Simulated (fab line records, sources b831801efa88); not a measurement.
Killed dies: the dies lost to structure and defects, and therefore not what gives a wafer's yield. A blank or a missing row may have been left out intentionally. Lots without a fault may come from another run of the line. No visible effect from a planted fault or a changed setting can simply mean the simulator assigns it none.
Which tool did it? || flow sky130 || 36 wafers from 12 lots sampled at 3 of the route's 708 steps

## WHAT EACH GAUGE READ, for each wafer
SKY_VIA4_RS_MEAS_19: measures by four-point-probe. Usual: VIA4_W_RS typically reads 0.2270 ohm/sq, with standard deviation 0.0021.
{"lot": "L623", "measured": "day 42 20:24", "on": "film-metro-02", "VIA4_W_RS (ohm/sq)": "0.2246 0.2271 0.2244", "flag": ""}
{"lot": "L624", "measured": "day 43 11:56", "on": "film-metro-02", "VIA4_W_RS (ohm/sq)": "0.2282 0.2273 0.2295", "flag": ""}
{"lot": "L625", "measured": "day 43 17:46", "on": "film-metro-02", "VIA4_W_RS (ohm/sq)": "0.2256 0.2250 0.2256", "flag": ""}
{"lot": "L628", "measured": "day 44 17:58", "on": "film-metro-03", "VIA4_W_RS (ohm/sq)": "0.2260 0.2267 0.2279", "flag": ""}
{"lot": "L629", "measured": "day 45 01:26", "on": "film-metro-03", "VIA4_W_RS (ohm/sq)": "0.2241 0.2295 0.2238", "flag": ""}
{"lot": "L638", "measured": "day 47 02:33", "on": "film-metro-04", "VIA4_W_RS (ohm/sq)": "0.2281 0.2275 0.2273", "flag": ""}
{"lot": "L639", "measured": "day 47 03:38", "on": "film-metro-03", "VIA4_W_RS (ohm/sq)": "0.2310 0.2295 0.2302", "flag": ""}
{"lot": "L640", "measured": "day 47 10:21", "on": "film-metro-04", "VIA4_W_RS (ohm/sq)": "0.2283 0.2284 0.2267", "flag": ""}
{"lot": "L641", "measured": "day 47 16:21", "on": "film-metro-03", "VIA4_W_RS (ohm/sq)": "0.2245 0.2263 0.2250", "flag": ""}
{"lot": "L642", "measured": "day 47 23:33", "on": "film-metro-03", "VIA4_W_RS (ohm/sq)": "0.2292 0.2257 0.2245", "flag": ""}
{"lot": "L643", "measured": "day 48 03:58", "on": "film-metro-03", "VIA4_W_RS (ohm/sq)": "0.2266 0.2238 0.2253", "flag": ""}
{"lot": "L645", "measured": "day 48 11:58", "on": "film-metro-04", "VIA4_W_RS (ohm/sq)": "0.2292 0.2244 0.2272", "flag": ""}

## WHICH TOOL RAN EACH LOT (tool, then ch and the chambers of the sampled wafers, then the start)
{"lot": "L623", "SKY_METAL4_METAL_ETCH_18": "rie-metal-02 ch 0,1, day 41 18:22", "SKY_VIA4_CVD_18": "cvd-w-01 ch 1, day 42 20:15"}
{"lot": "L624", "SKY_METAL4_METAL_ETCH_18": "rie-metal-02 ch 0,1, day 42 10:07", "SKY_VIA4_CVD_18": "cvd-w-02 ch 0,1, day 43 11:46"}
{"lot": "L625", "SKY_METAL4_METAL_ETCH_18": "rie-metal-04 ch 0,1, day 42 16:07", "SKY_VIA4_CVD_18": "cvd-w-02 ch 0,1, day 43 17:37"}
{"lot": "L628", "SKY_METAL4_METAL_ETCH_18": "rie-metal-02 ch 0,1, day 43 17:17", "SKY_VIA4_CVD_18": "cvd-w-01 ch 0,1, day 44 17:50"}
{"lot": "L629", "SKY_METAL4_METAL_ETCH_18": "rie-metal-02 ch 0,1, day 44 01:07", "SKY_VIA4_CVD_18": "cvd-w-02 ch 0,1, day 45 01:17"}
{"lot": "L638", "SKY_METAL4_METAL_ETCH_18": "rie-metal-02 ch 1, day 46 03:46", "SKY_VIA4_CVD_18": "cvd-w-02 ch 0, day 47 02:24"}
{"lot": "L639", "SKY_METAL4_METAL_ETCH_18": "rie-metal-04 ch 0,1, day 46 05:07", "SKY_VIA4_CVD_18": "cvd-w-01 ch 0,1, day 47 03:29"}
{"lot": "L640", "SKY_METAL4_METAL_ETCH_18": "rie-metal-04 ch 0,1, day 46 12:55", "SKY_VIA4_CVD_18": "cvd-w-01 ch 1, day 47 10:12"}
{"lot": "L641", "SKY_METAL4_METAL_ETCH_18": "rie-metal-03 ch 0, day 46 18:02", "SKY_VIA4_CVD_18": "cvd-w-02 ch 0, day 47 16:11"}
{"lot": "L642", "SKY_METAL4_METAL_ETCH_18": "rie-metal-02 ch 0,1, day 47 01:10", "SKY_VIA4_CVD_18": "cvd-w-01 ch 0,1, day 47 23:24"}
{"lot": "L643", "SKY_METAL4_METAL_ETCH_18": "rie-metal-02 ch 0,1, day 47 06:19", "SKY_VIA4_CVD_18": "cvd-w-02 ch 0,1, day 48 03:49"}
{"lot": "L645", "SKY_METAL4_METAL_ETCH_18": "rie-metal-02 ch 0,1, day 47 14:25", "SKY_VIA4_CVD_18": "cvd-w-01 ch 0,1, day 48 11:49"}
- SKY_METAL4_METAL_ETCH_18: etches the open film in Cl2/BCl3, stops on SiO2, target depth 845 nm, time 183.1 s.
- SKY_VIA4_CVD_18: deposits W, target thk 505 nm, time 152.14 s.

## AS READ BY THE TOOLS THEMSELVES (means over the sampled wafers that have a number; for cases with no such wafer, the mark the record gives instead)
SKY_METAL4_METAL_ETCH_18. Usual: drypump-motor-current-A 5.8 A, standard deviation 0.4; oes-product-au 0.868 a.u., standard deviation 0.0059; throttle-valve-pct 22.264 %, standard deviation 0.009.
{"lot": "L623", "tool": "rie-metal-02", "drypump-motor-current-A (A)": 6.0, "oes-product-au (a.u.)": 0.873, "throttle-valve-pct (%)": 22.262, "flag": ""}
{"lot": "L624", "tool": "rie-metal-02", "drypump-motor-current-A (A)": 6.0, "oes-product-au (a.u.)": 0.871, "throttle-valve-pct (%)": 22.273, "flag": ""}
{"lot": "L625", "tool": "rie-metal-04", "drypump-motor-current-A (A)": 5.5, "oes-product-au (a.u.)": 0.867, "throttle-valve-pct (%)": 22.271, "flag": ""}
{"lot": "L628", "tool": "rie-metal-02", "drypump-motor-current-A (A)": 6.1, "oes-product-au (a.u.)": 0.869, "throttle-valve-pct (%)": 22.268, "flag": ""}
{"lot": "L629", "tool": "rie-metal-02", "drypump-motor-current-A (A)": 6.1, "oes-product-au (a.u.)": 0.868, "throttle-valve-pct (%)": 22.255, "flag": ""}
{"lot": "L638", "tool": "rie-metal-02", "drypump-motor-current-A (A)": 5.8, "oes-product-au (a.u.)": 0.871, "throttle-valve-pct (%)": 22.261, "flag": ""}
{"lot": "L639", "tool": "rie-metal-04", "drypump-motor-current-A (A)": 5.5, "oes-product-au (a.u.)": 0.872, "throttle-valve-pct (%)": 22.276, "flag": ""}
{"lot": "L640", "tool": "rie-metal-04", "drypump-motor-current-A (A)": 5.3, "oes-product-au (a.u.)": 0.865, "throttle-valve-pct (%)": 22.269, "flag": ""}
{"lot": "L641", "tool": "rie-metal-03", "drypump-motor-current-A (A)": 5.5, "oes-product-au (a.u.)": 0.866, "throttle-valve-pct (%)": 22.268, "flag": ""}
{"lot": "L642", "tool": "rie-metal-02", "drypump-motor-current-A (A)": 5.9, "oes-product-au (a.u.)": 0.868, "throttle-valve-pct (%)": 22.260, "flag": ""}
{"lot": "L643", "tool": "rie-metal-02", "drypump-motor-current-A (A)": 5.9, "oes-product-au (a.u.)": 0.866, "throttle-valve-pct (%)": 22.268, "flag": ""}
{"lot": "L645", "tool": "rie-metal-02", "drypump-motor-current-A (A)": 6.1, "oes-product-au (a.u.)": 0.874, "throttle-valve-pct (%)": 22.267, "flag": ""}

SKY_VIA4_CVD_18. Usual: heater-power-outer-w 455 W, standard deviation 17; heater-power-w 761 W, standard deviation 22.
{"lot": "L623", "tool": "cvd-w-01", "heater-power-outer-w (W)": 478, "heater-power-w (W)": 758, "flag": ""}
{"lot": "L624", "tool": "cvd-w-02", "heater-power-outer-w (W)": 440, "heater-power-w (W)": 748, "flag": ""}
{"lot": "L625", "tool": "cvd-w-02", "heater-power-outer-w (W)": 442, "heater-power-w (W)": 755, "flag": ""}
{"lot": "L628", "tool": "cvd-w-01", "heater-power-outer-w (W)": 472, "heater-power-w (W)": 755, "flag": ""}
{"lot": "L629", "tool": "cvd-w-02", "heater-power-outer-w (W)": 439, "heater-power-w (W)": 746, "flag": ""}
{"lot": "L638", "tool": "cvd-w-02", "heater-power-outer-w (W)": 446, "heater-power-w (W)": 791, "flag": ""}
{"lot": "L639", "tool": "cvd-w-01", "heater-power-outer-w (W)": 473, "heater-power-w (W)": 769, "flag": ""}
{"lot": "L640", "tool": "cvd-w-01", "heater-power-outer-w (W)": 476, "heater-power-w (W)": 768, "flag": ""}
{"lot": "L641", "tool": "cvd-w-02", "heater-power-outer-w (W)": 442, "heater-power-w (W)": 795, "flag": ""}
{"lot": "L642", "tool": "cvd-w-01", "heater-power-outer-w (W)": 469, "heater-power-w (W)": 768, "flag": ""}
{"lot": "L643", "tool": "cvd-w-02", "heater-power-outer-w (W)": 440, "heater-power-w (W)": 761, "flag": ""}
{"lot": "L645", "tool": "cvd-w-01", "heater-power-outer-w (W)": 476, "heater-power-w (W)": 780, "flag": ""}

## THE ANSWER, worked out from the rows above alone
Rule: a lot counts as off when the mean over its wafers that have a number is more than 3 standard deviations away from the usual mean. A lot without any number at a reading at which 4 lots or more have one is off too. All remaining lots with rows at the step are treated as sound. Order of review: gauges by route order, followed by the tools' own readings, for which a lot's mean as printed above is used. At the first step where some lot is off, the reading lying furthest off is the one used; lots without a number count as furthest.
None of the lots is off at any reading shown; this tells nothing.

## WHAT WAS PUT IN BY THE SIMULATOR
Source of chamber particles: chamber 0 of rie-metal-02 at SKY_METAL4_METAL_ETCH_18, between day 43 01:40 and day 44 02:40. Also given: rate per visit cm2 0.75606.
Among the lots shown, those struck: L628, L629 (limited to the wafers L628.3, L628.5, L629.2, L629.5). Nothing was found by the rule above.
